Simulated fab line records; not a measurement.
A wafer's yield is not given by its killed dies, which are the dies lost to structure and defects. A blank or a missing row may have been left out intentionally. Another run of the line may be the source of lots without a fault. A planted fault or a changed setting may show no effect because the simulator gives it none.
A lot that was struck, set against a sound lot -- flow sky130 -- 16 out of 708 route steps
Sound: wafers L421.2, L421.3, L421.6. The struck wafers were L422.3, L422.4, L422.6. At the end, the cause is stated.
At each step with rows: each side's tool, then ch and its chambers, then its first start. Under that, the readings that differ: sound wafers -- struck wafers -- difference of the means -- sigmas: that difference in standard deviations of wafers without a fault.
alike: readings whose means differ by less than 2 such deviations, and words and numbers that are the same on both sides. not compared: withheld readings, readings that some wafer has no value for, bounds like >300 that may hide the same value, and numbers for which the record gives no deviation and whose values overlap.
Wherever a step has rows on one side only, a row that says differs or no value, or a row with sigmas, the two part there. Numbers that don't overlap but have no deviation are shown without sigmas and don't part them. A reading that every wafer of one side lacks parts them only if that side has two wafers or more.

first, 5 steps without rows for these wafers: SKY_LI_CONTACT_COAT_07 (resist thk 450 nm); SKY_LI_CONTACT_SOFTBAKE_08 (time 90 s); SKY_LI_CONTACT_EXPOSE_09 (exposes mask LICM1, target cd 170 nm); SKY_LI_CONTACT_PEB_10; SKY_LI_CONTACT_DEVELOP_11 (develop time 60 s).
SKY_LI_CONTACT_CD_MEAS_12: the cd target is 170 nm.
  sound: cd sem-01 at day 29 10:16; struck: cd sem-02 at day 29 20:34
reading,sound,struck,difference,sigmas
cd nm (nm),168.4 168.9 169.1,173.2 173.5 173.6,+4.6,+3
SKY_LI_CONTACT_OVL_MEAS_13:
  sound: overlay-01 at day 29 10:22; struck: overlay-01 at day 29 20:40
  alike: LI_CONTACT_OVL
SKY_LI_CONTACT_ETCH_14: etches BARC in N2/H2, stops on SiO2, time 45.9 s, target depth 60 nm.
  sound on rie diel-03 ch 1,2,3, day 29 10:23; struck on rie diel-03 ch 1,2, day 29 20:41
  alike: drypump motor current A, oes product au, throttle valve pct
  not compared: rf hours counter h
SKY_LI_CONTACT_ETCH_15: etches PSG in C4F8/O2/Ar, stops on Si, target depth 600 nm.
  sound on rie diel-03 ch 1,2,3, day 29 10:26; struck on rie diel-03 ch 1,2, day 29 20:44
  alike: oes product au
SKY_LI_CONTACT_STRIP_16: strips in O2/N2.
  sound on plasma asher-04 ch 0,1, day 29 10:31; struck on plasma asher-04 ch 0,1, day 29 20:50
  alike: drypump motor current A, oes product au, strip time to endpoint s
  not compared: rf hours counter h
then, 2 steps without rows for these wafers: SKY_LI_CONTACT_CLEAN_17 (cleans in NMP, time 600 s); SKY_LI_CONTACT_PRE_CLEAN_18 (time 5.6 s).
SKY_LI_CONTACT_SPUTTER_19: material Ti, target thk 20 nm, time 106.37 s.
  sound: pvd sputter-04 at day 29 10:49; struck: pvd sputter-02 at day 29 21:07
  no value came back on the struck wafers for cathode dc power W (W), chamber pressure pa (Pa), throttle valve pct (%); on the sound wafers cathode dc power W (W) reads 2499.6 2500.8 2499.8
SKY_LI_CONTACT_SPUTTER_20: material TiN, target thk 20 nm, time 80 s.
  sound: pvd sputter-04 at day 29 10:53; struck: pvd sputter-02 at day 29 21:11
  alike: cathode dc power W, chamber pressure pa, throttle valve pct
SKY_LI_CONTACT_CVD_21: deposits W, target thk 400 nm, time 120.56 s.
  sound on cvd w-01 ch 0,1, day 29 10:57; struck on cvd w-01 ch 0,1, day 29 21:17
  alike: heater power w
  not compared: since wet clean h
-- the record jumps here: 17 days lie between the struck wafers' starts before and after (it left off in module LI_CONTACT and takes up again in module PAD_OPEN, whose first step shown is number 708 of the route) --
SKY_PAD_OPEN_PROBE_99:
  sound: prober-02 at day 46 01:12; struck: prober-01 at day 46 09:59
reading,sound,struck,difference,sigmas
hold,- - -,await dispo/2.2h/scrap await dispo/2.2h/scrap await dispo/2.2h/scrap,no value on the sound wafers,
killed at contacts,36 35 29,419 425 423,+389,+75
killed dies,96 97 94,492 492 492,+396,+44
killed on rim,15 21 14,96 96 96,+79,+21
  alike: killed_at_M0_to_M3, killed_at_M4_up, killed at front end, killed at other, killed open, killed short

== WHERE THEY PART ==
Earliest at SKY_LI_CONTACT_CD_MEAS_12; latest, in this record, at SKY_PAD_OPEN_PROBE_99.

WHY: whatever the simulator had introduced
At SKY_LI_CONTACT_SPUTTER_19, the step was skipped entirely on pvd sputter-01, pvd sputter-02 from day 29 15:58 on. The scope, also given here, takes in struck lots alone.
